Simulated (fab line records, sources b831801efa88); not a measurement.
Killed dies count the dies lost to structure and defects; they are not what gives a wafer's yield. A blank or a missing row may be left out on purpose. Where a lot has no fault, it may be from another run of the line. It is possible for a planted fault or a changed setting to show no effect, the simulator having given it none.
fab line records	flow sky130
[record] lots = 24	wafers = 72	last-day = 50
route steps=708 shown CONTACT@422 METAL1@438 VIA1@481 METAL2@498 VIA2@530
lots that met no fault: from a run of the same line without faults
start-h: start of the lot's first displayed wafer, in hours after the record's first day	wait-h: hours from the lot's prior step to this one	" unchanged from the row above	L1.1+2: several wafers, shown together as one row	- either no value or no given start	* or withheld: withheld	< > ~ a bound
route shown NAME@n: a module of which the file shows steps, and the number in the route of the first	usual: the fault-free wafers' mean and standard deviation	same: alike in all rows	chamber/n: place in a boat	sites: the reading at each site	_std_site: the standard deviation of these	_edge_site: outer sites' mean less inner sites'	radius-mm: for every site, how far away it sits from the centre of the wafer	mask NAME#n: copy n	behind: the last tool/chamber to shape the wafer	hold: why the lot was held/for how many hours/how that ended	device: the n, p or np transistor that did not switch	end of line: tests of these same wafers at the route's end	step lacking rows: just its recipe	killed: count of dies lost to structure and defects at first sort (not the wafer's yield)	map: per-die view of a wafer (x killed, . not killed, _ where there is no die)
set.NAME: the setting that was run; set.NAME@STEP: the one run at that earlier step	model.NAME: the simulator's own value behind a step, which no gauge read
a sample of lots followed through the steps of the route, with each step as a table and each wafer as a row
services: when a tool's chamber went out of use (start-h, in hours from the record's first day, below 0 if earlier), for how many hours, and the reason
[[steps]]
[step SKY_CONTACT_ETCH_16]
[recipe] chemistry = N2/H2	target = BARC	ion-energy-ev = 200	source-w = 500	bias-w = 100	pressure-mtorr = 30	n2-flow-sccm = 100	h2-flow-sccm = 200	stop-on = SiO2	time-s = 45.9	target-depth-a = 600
[usual] drypump-motor-current-A = 5.6/0.41	oes-product-au = 0.855/0.0045	throttle-valve-pct = 13.225/0.0096
lot.wafer	tool	chamber	start-h	wait-h	drypump-motor-current-A	oes-product-au	rf-hours-counter-h	throttle-valve-pct
L075.1	rie-diel-01	2	730.12	0.0	5.3	0.855	10	13.220
L075.2	"	1	"	"	5.5	0.863	8	13.218
L075.6	"	3	"	"	6.3	0.853	-	13.219
L074.1	rie-diel-01	2	732.47	0.0	5.3	0.857	10	13.231
L074.3	"	1	"	"	5.5	0.851	8	13.212
L074.5	"	1	"	"	5.5	0.849	-	13.213
L076.2	rie-diel-01	3	744.05	0.0	6.3	0.859	17	13.213
L076.5	"	2	"	"	5.3	0.855	-	13.230
L076.6	"	3	"	"	6.3	0.851	-	13.235
L077.1	rie-diel-01	0	749.65	0.0	5.8	0.851	14	13.218
L077.4	"	1	"	"	5.5	0.852	9	13.239
L077.5	"	2	"	"	5.3	0.853	-	13.225
L078.1	rie-diel-01	0	765.60	0.0	5.8	0.862	14	13.228
L078.2	"	3	"	"	6.3	0.854	18	13.234
L078.3	"	2	"	"	5.3	0.855	12	13.214
L079.2	rie-diel-01	3	771.65	0.0	6.3	0.850	18	13.219
L079.5	"	1	"	"	5.5	0.855	-	13.221
L079.6	"	0	"	"	5.8	0.859	-	13.222
L080.2	rie-diel-04	3	776.65	0.0	5.3	0.842	0	13.244
L080.3	"	2	"	"	5.7	0.860	8	13.217
L080.5	"	0	"	"	5.9	0.846	-	13.231
L081.1	rie-diel-04	1	786.22	0.0	5.6	0.850	2	13.227
L081.2	"	0	"	"	5.9	0.853	6	13.222
L081.4	"	3	"	"	5.3	0.860	0	13.223
L082.2	rie-diel-04	1	790.97	0.0	5.6	0.856	2	13.220
L082.3	"	0	"	"	5.8	0.847	6	13.228
L082.5	"	1	"	"	5.6	0.848	-	13.209
L083.1	rie-diel-04	2	801.00	0.0	5.7	0.852	9	13.226
L083.2	"	0	"	"	5.9	0.854	6	13.236
L083.4	"	1	"	"	5.6	0.860	2	13.225
L084.3	rie-diel-02	3	812.47	0.0	4.9	0.856	17	13.234
L084.5	"	0	"	"	5.0	0.855	-	13.238
L084.6	"	3	"	"	4.8	0.856	-	13.213
L085.1	rie-diel-04	1	820.61	0.0	5.6	0.854	3	13.230
L085.2	"	3	"	"	5.2	0.856	2	13.208
L085.3	"	0	"	"	5.9	0.850	7	13.228
L086.3	rie-diel-01	0	824.46	0.0	5.8	0.853	16	13.242
L086.5	"	1	"	"	5.5	0.849	-	13.227
L086.6	"	0	"	"	5.8	0.859	-	13.231
L087.2	rie-diel-04	0	832.42	0.0	5.9	0.849	7	13.235
L087.3	"	3	"	"	5.3	0.860	2	13.243
L087.5	"	3	"	"	5.3	0.855	-	13.233
L088.2	rie-diel-02	3	840.16	0.0	4.8	0.849	18	13.221
L088.3	"	0	"	"	4.9	0.848	10	13.215
L088.6	"	0	"	"	4.9	0.851	-	13.228
L089.2	rie-diel-04	0	840.50	0.0	5.9	0.859	7	13.214
L089.4	"	1	"	"	5.6	0.864	4	13.235
L089.5	"	2	"	"	5.7	0.858	-	13.214
L090.2	rie-diel-01	1	852.52	0.0	5.5	0.857	11	13.227
L090.3	"	2	"	"	5.3	0.853	14	13.222
L090.5	"	1	"	"	5.5	0.857	-	13.227
L091.1	rie-diel-04	1	858.35	0.0	5.6	0.855	4	13.226
L091.2	"	0	"	"	5.9	0.859	8	13.211
L091.4	"	3	"	"	5.3	0.850	3	13.236
L092.1	rie-diel-04	3	862.00	0.0	5.3	0.846	3	13.209
L092.3	"	1	"	"	5.6	0.859	4	13.224
L092.5	"	0	"	"	5.9	0.855	-	13.240
L093.3	rie-diel-01	1	865.96	0.0	5.5	0.861	11	13.229
L093.4	"	2	"	"	5.3	0.862	14	13.225
L093.5	"	2	"	"	5.3	0.848	-	13.237
L094.1	rie-diel-02	2	888.47	0.0	5.8	0.852	18	13.233
L094.2	"	0	"	"	4.9	0.853	12	13.223
L094.5	"	1	"	"	6.5	0.853	-	13.229
L095.1	rie-diel-01	1	900.45	0.0	5.5	0.845	13	13.219
L095.2	"	0	"	"	5.8	0.856	18	13.243
L095.3	"	2	"	"	5.3	0.858	16	13.244
L097.2	rie-diel-04	0	907.76	0.0	5.9	0.851	10	13.215
L097.3	"	1	"	"	5.7	0.857	6	13.206
L097.6	"	1	"	"	5.7	0.854	-	13.241
L096.3	rie-diel-02	3	917.86	0.0	4.8	0.847	21	13.225
L096.5	"	3	"	"	4.8	0.858	-	13.220
L096.6	"	2	"	"	5.9	0.856	-	13.228
[step SKY_METAL1_SPUTTER_04]
[recipe] material = TiN	target-thk-nm = 70	power-w = 6500	time-s = 58.3	chamber-pressure-pa = 0.4
[usual] throttle-valve-pct = 30.1/0.62
lot.wafer	tool	chamber	start-h	wait-h	throttle-valve-pct
L075.1	pvd-sputter-03	-	731.65	0.0	30.5
L075.2	"	-	"	"	29.9
L075.6	"	-	"	"	31.2
L074.1	pvd-sputter-02	-	734.04	0.0	29.0
L074.3	"	-	"	"	28.9
L074.5	"	-	"	"	29.0
L076.2	pvd-sputter-03	-	745.72	0.0	30.0
L076.5	"	-	"	"	31.1
L076.6	"	-	"	"	29.9
L077.1	pvd-sputter-03	-	751.11	0.0	30.0
L077.4	"	-	"	"	30.2
L077.5	"	-	"	"	30.1
L078.1	pvd-sputter-04	-	767.48	0.0	30.0
L078.2	"	-	"	"	30.2
L078.3	"	-	"	"	29.6
L079.2	pvd-sputter-03	-	773.17	0.0	31.3
L079.5	"	-	"	"	30.3
L079.6	"	-	"	"	29.3
L080.2	pvd-sputter-03	-	778.12	0.0	30.0
L080.3	"	-	"	"	30.4
L080.5	"	-	"	"	30.4
L081.1	pvd-sputter-03	-	787.68	0.0	30.1
L081.2	"	-	"	"	29.6
L081.4	"	-	"	"	29.8
L082.2	pvd-sputter-04	-	792.43	0.0	30.6
L082.3	"	-	"	"	29.8
L082.5	"	-	"	"	30.0
L083.1	pvd-sputter-02	-	802.48	0.0	29.0
L083.2	"	-	"	"	30.6
L083.4	"	-	"	"	29.0
L084.3	pvd-sputter-03	-	813.93	0.0	30.1
L084.5	"	-	"	"	31.4
L084.6	"	-	"	"	29.8
L085.1	pvd-sputter-02	-	822.08	0.0	29.6
L085.2	"	-	"	"	30.5
L085.3	"	-	"	"	29.2
L086.3	pvd-sputter-03	-	825.95	0.0	30.9
L086.5	"	-	"	"	31.2
L086.6	"	-	"	"	30.2
L087.2	pvd-sputter-04	-	833.89	0.0	30.5
L087.3	"	-	"	"	30.2
L087.5	"	-	"	"	30.0
L088.2	pvd-sputter-04	-	841.67	0.0	29.8
L088.3	"	-	"	"	30.3
L088.6	"	-	"	"	30.5
L089.2	pvd-sputter-03	-	842.04	0.0	31.3
L089.4	"	-	"	"	30.2
L089.5	"	-	"	"	30.2
L090.2	pvd-sputter-03	-	853.99	0.0	29.3
L090.3	"	-	"	"	30.8
L090.5	"	-	"	"	29.5
L091.1	pvd-sputter-03	-	859.82	0.0	29.4
L091.2	"	-	"	"	30.1
L091.4	"	-	"	"	30.2
L092.1	pvd-sputter-02	-	863.47	0.0	29.2
L092.3	"	-	"	"	30.7
L092.5	"	-	"	"	29.6
L093.3	pvd-sputter-03	-	867.42	0.0	30.3
L093.4	"	-	"	"	29.9
L093.5	"	-	"	"	31.3
L094.1	pvd-sputter-03	-	889.93	0.0	30.2
L094.2	"	-	"	"	29.5
L094.5	"	-	"	"	31.1
L095.1	pvd-sputter-03	-	901.98	0.0	31.0
L095.2	"	-	"	"	30.0
L095.3	"	-	"	"	30.1
L097.2	pvd-sputter-04	-	909.23	0.0	29.9
L097.3	"	-	"	"	30.2
L097.6	"	-	"	"	30.2
L096.3	pvd-sputter-03	-	919.32	0.0	30.0
L096.5	"	-	"	"	30.3
L096.6	"	-	"	"	29.5
[step SKY_METAL1_STRIP_20]
[recipe] chemistry = O2/N2	power-w = 1400	pressure-mtorr = 1500	platen-temp-c = withheld	o2-flow-sccm = 3000	n2-flow-sccm = 300	overash-fraction = 0.5
[usual] drypump-motor-current-A = 5.77/0.19	oes-product-au = 0.343/0.0048	strip-time-to-endpoint-s = 2.71/0.033
lot.wafer	tool	chamber	start-h	wait-h	drypump-motor-current-A	oes-product-au	rf-hours-counter-h	strip-time-to-endpoint-s
L075.1	plasma-asher-01	1	758.20	0.1	5.76	0.342	30	2.70
L075.2	"	0	"	"	5.61	0.342	30	2.69
L075.6	"	0	"	"	5.64	0.339	-	2.69
L074.1	plasma-asher-03	1	761.65	0.1	6.26	0.342	98	2.67
L074.3	"	1	"	"	6.26	0.346	-	2.68
L074.5	"	1	"	"	6.26	0.338	-	2.64
L076.2	plasma-asher-01	1	772.95	0.1	5.75	0.335	31	2.66
L076.5	"	1	"	"	5.71	0.338	-	2.67
L076.6	"	0	"	"	5.62	0.341	-	2.68
L077.1	plasma-asher-03	0	778.51	0.1	5.62	0.337	100	2.68
L077.4	"	1	"	"	6.25	0.345	-	2.69
L077.5	"	1	"	"	6.26	0.338	-	2.71
L078.1	plasma-asher-02	0	794.80	0.1	5.70	0.341	5	2.71
L078.2	"	1	"	"	5.87	0.344	5	2.67
L078.3	"	1	"	"	5.86	0.345	-	2.68
L079.2	plasma-asher-01	1	799.98	0.1	5.72	0.348	34	2.73
L079.5	"	1	"	"	5.74	0.338	-	2.70
L079.6	"	0	"	"	5.60	0.341	-	2.73
L080.2	plasma-asher-02	1	804.60	0.1	5.89	0.338	6	2.72
L080.3	"	0	"	"	5.69	0.346	-	2.74
L080.5	"	1	"	"	5.90	0.344	-	2.69
L081.1	plasma-asher-02	0	814.35	0.1	5.70	0.338	7	2.68
L081.2	"	1	"	"	5.92	0.347	7	2.71
L081.4	"	1	"	"	5.89	0.344	-	2.72
L082.2	plasma-asher-01	1	819.13	0.1	5.73	0.348	36	2.77
L082.3	"	1	"	"	5.73	0.334	-	2.72
L082.5	"	1	"	"	5.74	0.339	-	2.73
L083.1	plasma-asher-02	1	829.32	0.1	5.94	0.341	9	2.65
L083.2	"	0	"	"	5.69	0.338	9	2.69
L083.4	"	1	"	"	5.90	0.338	-	2.69
L084.3	plasma-asher-01	0	839.98	0.1	5.59	0.341	-	2.74
L084.5	"	1	"	"	5.73	0.332	-	2.70
L084.6	"	0	"	"	5.62	0.354	-	2.74
L085.1	plasma-asher-02	1	848.80	0.1	5.88	0.340	10	2.71
L085.2	"	0	"	"	5.69	0.348	10	2.70
L085.3	"	1	"	"	5.88	0.347	-	2.70
L086.3	plasma-asher-01	0	852.00	0.1	5.65	0.348	-	2.73
L086.5	"	1	"	"	5.78	0.346	-	2.74
L086.6	"	0	"	"	5.68	0.342	-	2.73
L087.2	plasma-asher-02	0	860.08	0.1	5.66	0.343	12	2.70
L087.3	"	0	"	"	5.68	0.349	-	2.72
L087.5	"	0	"	"	5.66	0.342	-	2.69
L088.2	plasma-asher-02	0	867.95	0.1	5.70	0.336	12	2.70
L088.3	"	0	"	"	5.69	0.343	-	2.69
L088.6	"	0	"	"	5.70	0.338	-	2.71
L089.2	plasma-asher-01	0	868.28	0.1	5.60	0.354	41	2.71
L089.4	"	1	"	"	5.74	0.339	-	2.69
L089.5	"	0	"	"	5.58	0.340	-	2.71
L090.2	plasma-asher-01	1	880.24	0.1	5.75	0.344	42	2.69
L090.3	"	1	"	"	5.72	0.341	-	2.68
L090.5	"	0	"	"	5.61	0.348	-	2.67
L091.1	plasma-asher-01	0	886.26	0.1	5.63	0.349	42	2.76
L091.2	"	1	"	"	5.75	0.349	42	2.78
L091.4	"	0	"	"	5.63	0.339	-	2.77
L092.1	plasma-asher-03	0	889.00	0.1	5.59	0.345	111	2.71
L092.3	"	0	"	"	5.62	0.343	-	2.73
L092.5	"	1	"	"	6.24	0.341	-	2.70
L093.3	plasma-asher-01	1	893.54	0.2	5.73	0.350	-	2.68
L093.4	"	0	"	"	5.64	0.341	-	2.69
L093.5	"	0	"	"	5.62	0.342	-	2.69
L094.1	plasma-asher-03	1	915.67	0.1	6.26	0.345	114	2.78
L094.2	"	0	"	"	5.61	0.348	114	2.78
L094.5	"	1	"	"	6.24	0.340	-	2.80
L095.1	plasma-asher-02	0	927.65	0.1	5.70	0.342	18	2.65
L095.2	"	1	"	"	5.90	0.347	18	2.75
L095.3	"	0	"	"	5.69	0.339	-	2.67
L097.2	plasma-asher-02	1	934.33	0.1	5.91	0.341	19	2.72
L097.3	"	1	"	"	5.92	0.343	-	2.70
L097.6	"	1	"	"	5.89	0.344	-	2.71
L096.3	plasma-asher-03	0	944.27	0.1	5.63	0.342	-	2.74
L096.5	"	0	"	"	5.60	0.338	-	2.75
L096.6	"	1	"	"	6.26	0.342	-	2.69
[step SKY_VIA1_THK_MEAS_23]
[recipe] thk-meas-gauge = xrf	reads = W_of_VIA1_CVD_21
[usual] VIA1_W_THK = 266/4.6
lot.wafer	tool	chamber	start-h	wait-h	VIA1_W_THK[nm]
L075.1	film-metro-03	-	786.73	0.1	273
L075.2	"	-	"	"	266
L075.6	"	-	"	"	259
L074.1	film-metro-02	-	790.56	0.1	272
L074.3	"	-	"	"	270
L074.5	"	-	"	"	264
L076.2	film-metro-03	-	800.93	0.1	266
L076.5	"	-	"	"	264
L076.6	"	-	"	"	267
L077.1	film-metro-03	-	807.26	0.1	276
L077.4	"	-	"	"	273
L077.5	"	-	"	"	265
L078.1	film-metro-01	-	823.55	0.1	257
L078.2	"	-	"	"	267
L078.3	"	-	"	"	260
L079.2	film-metro-02	-	827.92	0.1	272
L079.5	"	-	"	"	267
L079.6	"	-	"	"	274
L080.2	film-metro-01	-	833.07	0.1	262
L080.3	"	-	"	"	269
L080.5	"	-	"	"	270
L081.1	film-metro-03	-	842.89	0.1	263
L081.2	"	-	"	"	269
L081.4	"	-	"	"	260
L082.2	film-metro-02	-	847.12	0.1	272
L082.3	"	-	"	"	267
L082.5	"	-	"	"	261
L083.1	film-metro-03	-	857.38	0.1	267
L083.2	"	-	"	"	273
L083.4	"	-	"	"	265
L084.3	film-metro-02	-	868.18	0.1	264
L084.5	"	-	"	"	264
L084.6	"	-	"	"	267
L085.1	film-metro-02	-	876.63	0.1	269
L085.2	"	-	"	"	270
L085.3	"	-	"	"	268
L086.3	film-metro-02	-	880.10	0.1	270
L086.5	"	-	"	"	275
L086.6	"	-	"	"	268
L087.2	film-metro-02	-	888.04	0.1	265
L087.3	"	-	"	"	263
L087.5	"	-	"	"	264
L088.2	film-metro-01	-	896.16	0.1	267
L088.3	"	-	"	"	267
L088.6	"	-	"	"	259
L089.2	film-metro-02	-	896.48	0.1	266
L089.4	"	-	"	"	261
L089.5	"	-	"	"	264
L090.2	film-metro-02	-	908.08	0.1	274
L090.3	"	-	"	"	274
L090.5	"	-	"	"	270
L091.1	film-metro-03	-	913.96	0.1	263
L091.2	"	-	"	"	268
L091.4	"	-	"	"	270
L092.1	film-metro-02	-	915.78	0.1	267
L092.3	"	-	"	"	266
L092.5	"	-	"	"	267
L093.3	film-metro-01	-	920.89	0.1	271
L093.4	"	-	"	"	267
L093.5	"	-	"	"	271
L094.1	film-metro-01	-	942.69	0.1	262
L094.2	"	-	"	"	272
L094.5	"	-	"	"	262
L095.1	film-metro-01	-	954.58	0.1	260
L095.2	"	-	"	"	261
L095.3	"	-	"	"	265
L097.2	film-metro-01	-	960.87	0.1	264
L097.3	"	-	"	"	258
L097.6	"	-	"	"	266
L096.3	film-metro-02	-	970.68	0.1	259
L096.5	"	-	"	"	263
L096.6	"	-	"	"	273
[step SKY_METAL2_CD_MEAS_15]
[recipe] target-cd-nm = 140
[usual] cd-nm = 140.2/1.7
lot.wafer	tool	chamber	start-h	wait-h	cd-nm
L075.1	cd-sem-01	-	813.66	-	139.5
L075.2	"	-	"	"	141.0
L075.6	"	-	"	"	139.8
L074.1	cd-sem-02	-	817.42	-	142.0
L074.3	"	-	"	"	141.3
L074.5	"	-	"	"	140.2
L076.2	cd-sem-01	-	827.93	-	139.3
L076.5	"	-	"	"	139.2
L076.6	"	-	"	"	139.0
L077.1	cd-sem-01	-	833.42	-	141.8
L077.4	"	-	"	"	140.8
L077.5	"	-	"	"	141.1
L078.1	cd-sem-01	-	849.91	-	139.0
L078.2	"	-	"	"	138.8
L078.3	"	-	"	"	142.6
L079.2	cd-sem-02	-	853.97	-	138.8
L079.5	"	-	"	"	138.6
L079.6	"	-	"	"	137.9
L080.2	cd-sem-01	-	858.88	-	142.5
L080.3	"	-	"	"	141.0
L080.5	"	-	"	"	141.9
L081.1	cd-sem-02	-	869.17	-	141.2
L081.2	"	-	"	"	143.0
L081.4	"	-	"	"	142.8
L082.2	cd-sem-02	-	873.43	-	140.7
L082.3	"	-	"	"	138.6
L082.5	"	-	"	"	138.6
L083.1	cd-sem-02	-	883.82	-	139.9
L083.2	"	-	"	"	139.7
L083.4	"	-	"	"	140.6
L084.3	cd-sem-02	-	895.10	-	141.5
L084.5	"	-	"	"	140.5
L084.6	"	-	"	"	139.3
L085.1	cd-sem-02	-	903.15	-	140.1
L085.2	"	-	"	"	139.3
L085.3	"	-	"	"	141.4
L086.3	cd-sem-02	-	906.35	-	140.4
L086.5	"	-	"	"	140.0
L086.6	"	-	"	"	141.3
L087.2	cd-sem-01	-	914.23	-	145.0
L087.3	"	-	"	"	144.1
L087.5	"	-	"	"	145.5
L088.2	cd-sem-01	-	921.68	-	138.5
L088.3	"	-	"	"	138.3
L088.6	"	-	"	"	139.7
L089.2	cd-sem-02	-	922.54	-	141.0
L089.4	"	-	"	"	141.8
L089.5	"	-	"	"	140.9
L090.2	cd-sem-01	-	933.78	-	137.5
L090.3	"	-	"	"	136.5
L090.5	"	-	"	"	136.5
L091.1	cd-sem-02	-	939.15	-	139.7
L091.2	"	-	"	"	140.7
L091.4	"	-	"	"	139.4
L092.1	cd-sem-01	-	941.46	-	141.9
L092.3	"	-	"	"	141.0
L092.5	"	-	"	"	141.4
L093.3	cd-sem-02	-	946.34	-	139.3
L093.4	"	-	"	"	138.3
L093.5	"	-	"	"	139.4
L094.1	cd-sem-01	-	968.26	-	139.5
L094.2	"	-	"	"	139.3
L094.5	"	-	"	"	138.9
L095.1	cd-sem-02	-	979.76	-	137.7
L095.2	"	-	"	"	136.9
L095.3	"	-	"	"	136.0
L097.2	cd-sem-01	-	985.23	-	140.3
L097.3	"	-	"	"	140.6
L097.6	"	-	"	"	140.2
L096.3	cd-sem-02	-	995.11	-	139.7
L096.5	"	-	"	"	139.7
L096.6	"	-	"	"	139.2
[step SKY_VIA2_THK_MEAS_23]
[recipe] thk-meas-gauge = xrf	reads = W_of_VIA2_CVD_21
[usual] VIA2_W_THK = 414/9.2
lot.wafer	tool	chamber	start-h	wait-h	VIA2_W_THK[nm]
L075.1	film-metro-04	-	842.30	0.1	414
L075.2	"	-	"	"	417
L075.6	"	-	"	"	408
L074.1	film-metro-03	-	846.49	0.1	415
L074.3	"	-	"	"	415
L074.5	"	-	"	"	397
L076.2	film-metro-04	-	856.10	0.1	418
L076.5	"	-	"	"	417
L076.6	"	-	"	"	418
L077.1	film-metro-02	-	861.51	0.1	411
L077.4	"	-	"	"	402
L077.5	"	-	"	"	399
L078.1	film-metro-02	-	878.89	0.1	418
L078.2	"	-	"	"	415
L078.3	"	-	"	"	417
L079.2	film-metro-04	-	882.07	0.1	413
L079.5	"	-	"	"	410
L079.6	"	-	"	"	431
L080.2	film-metro-04	-	887.54	0.1	434
L080.3	"	-	"	"	411
L080.5	"	-	"	"	413
L081.1	film-metro-04	-	897.92	0.1	408
L081.2	"	-	"	"	429
L081.4	"	-	"	"	416
L082.2	film-metro-04	-	902.35	0.1	430
L082.3	"	-	"	"	431
L082.5	"	-	"	"	433
L083.1	film-metro-04	-	912.36	0.1	418
L083.2	"	-	"	"	404
L083.4	"	-	"	"	425
L084.3	film-metro-03	-	922.81	0.1	395
L084.5	"	-	"	"	404
L084.6	"	-	"	"	401
L085.1	film-metro-04	-	931.04	0.1	413
L085.2	"	-	"	"	412
L085.3	"	-	"	"	418
L086.3	film-metro-02	-	934.61	0.1	415
L086.5	"	-	"	"	415
L086.6	"	-	"	"	410
L087.2	film-metro-02	-	941.69	0.1	412
L087.3	"	-	"	"	416
L087.5	"	-	"	"	411
L088.2	film-metro-02	-	948.43	0.1	423
L088.3	"	-	"	"	420
L088.6	"	-	"	"	414
L089.2	film-metro-02	-	949.97	0.1	420
L089.4	"	-	"	"	427
L089.5	"	-	"	"	427
L090.2	film-metro-04	-	960.77	0.1	421
L090.3	"	-	"	"	423
L090.5	"	-	"	"	417
L091.1	film-metro-04	-	966.11	0.1	428
L091.2	"	-	"	"	406
L091.4	"	-	"	"	426
L092.1	film-metro-03	-	967.77	0.1	404
L092.3	"	-	"	"	400
L092.5	"	-	"	"	404
L093.3	film-metro-03	-	973.78	0.1	396
L093.4	"	-	"	"	414
L093.5	"	-	"	"	419
L094.1	film-metro-04	-	994.63	0.1	410
L094.2	"	-	"	"	415
L094.5	"	-	"	"	415
L095.1	film-metro-04	-	1006.18	0.1	420
L095.2	"	-	"	"	406
L095.3	"	-	"	"	421
L097.2	film-metro-04	-	1011.20	0.1	416
L097.3	"	-	"	"	415
L097.6	"	-	"	"	416
L096.3	film-metro-02	-	1020.09	0.1	411
L096.5	"	-	"	"	402
L096.6	"	-	"	"	410
[[services]]
tool	chamber	start-h	hours	kind
rie-diel-02	-	716.69	28.1	pm
rie-diel-04	0	716.77	1.4	repair
rie-diel-04	1	717.31	18.1	repair
rie-diel-04	-	730.03	22.2	repair
pvd-sputter-04	-	733.54	5.0	repair
plasma-asher-02	-	733.75	9.0	pm
rie-diel-02	3	772.99	6.3	repair
rie-diel-01	1	788.40	24.3	repair
plasma-asher-01	-	797.23	1.4	repair
pvd-sputter-03	0	816.48	-	consumable-replace:kit
pvd-sputter-03	0	816.48	18.0	scheduled-down
pvd-sputter-03	0	816.48	18.0	vent-cycle
rie-diel-02	-	827.03	2.8	pm
rie-diel-01	-	834.33	14.6	pm
rie-diel-02	1	852.92	15.3	repair
plasma-asher-01	-	868.92	4.0	repair
plasma-asher-01	-	873.64	1.2	repair
plasma-asher-02	-	882.94	11.7	repair
rie-diel-01	2	884.37	3.4	repair
pvd-sputter-03	-	887.45	2.3	repair
plasma-asher-02	-	892.36	1.6	repair
plasma-asher-01	-	901.61	2.8	pm
pvd-sputter-02	-	904.63	8.7	repair
rie-diel-02	1	942.26	4.1	repair
[[key]]
fault none
